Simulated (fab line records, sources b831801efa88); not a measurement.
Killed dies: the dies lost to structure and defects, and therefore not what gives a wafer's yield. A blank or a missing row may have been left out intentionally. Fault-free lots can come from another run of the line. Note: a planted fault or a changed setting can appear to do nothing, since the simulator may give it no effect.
Matching of chambers -- flow sky130 -- SKY_FIELD_ISO_ETCH_17 on rie si-02 has 4 sister chambers
The step etches Si in HBr/Cl2/O2, target depth 342 nm, time 97.7 s. 16 wafers are shown with their chamber, then 8 later ones without.

## EACH WAFER AND ITS CHAMBER
wafer,chamber,drypump motor current A (A),throttle valve pct (%),O2_flow_sccm (sccm)
L772.1,2,5.2,25.657,6.005
L772.4,3,5.7,25.652,5.992
L772.6,0,5.9,25.655,6.004
L780.3,3,5.8,25.667,6.007
L780.4,1,5.5,25.647,5.996
L780.5,3,5.8,25.661,5.997
L782.2,0,5.9,25.680,5.996
L782.3,2,5.2,25.665,5.990
L782.6,3,5.7,25.657,6.024
L783.3,2,5.2,25.653,6.008
L783.5,2,5.2,25.647,5.999
L783.6,3,5.8,25.658,6.014
L784.1,2,5.2,25.662,6.004
L784.2,3,5.8,25.664,5.990
L784.3,0,5.9,25.657,5.956
L788.1,2,5.2,25.655,6.027

SIGNATURES, as means of the wafers listed above
reading,chamber 0,chamber 1,chamber 2,chamber 3,scatter within a chamber
drypump motor current A,5.900,5.500,5.200,5.767,0.0333
throttle valve pct,25.66400,25.64700,25.65650,25.65983,0.00783
O2_flow_sccm,5.98533,5.99600,6.00550,6.00400,0.0157
Rule: for a wafer and a chamber, the distance is found by dividing, reading by reading, the gap between the wafer's reading and the chamber's mean by the reading's scatter, squaring, summing and taking the root. If the next closest chamber is less than 2 further off than the closest, the wafer can't be placed; otherwise it belongs to the closest. How the scatter is found: for the shown wafers, subtract from each reading the mean of its chamber, square and add these, divide the total by (wafers less chambers), then take the root.

## WAFERS WITH NO CHAMBER GIVEN
wafer,drypump motor current A (A),throttle valve pct (%),O2_flow_sccm (sccm)
L788.2,5.9,25.652,5.996
L788.6,5.2,25.655,5.992
L790.4,5.7,25.652,6.000
L790.5,5.9,25.651,5.959
L790.6,5.5,25.658,6.022
L791.1,5.7,25.650,5.986
L791.2,5.2,25.661,6.003
L791.4,5.5,25.655,6.002

## WHICH CHAMBER EACH WENT THROUGH
wafer,from the rows above,in truth
L788.2,0,0
L788.6,2,2
L790.4,3,3
L790.5,0,0
L790.6,1,1
L791.1,3,3
L791.2,2,2
L791.4,1,1
8 of 8 placed correctly. Left unplaced by these rows: 0. Placed wrongly: 0.
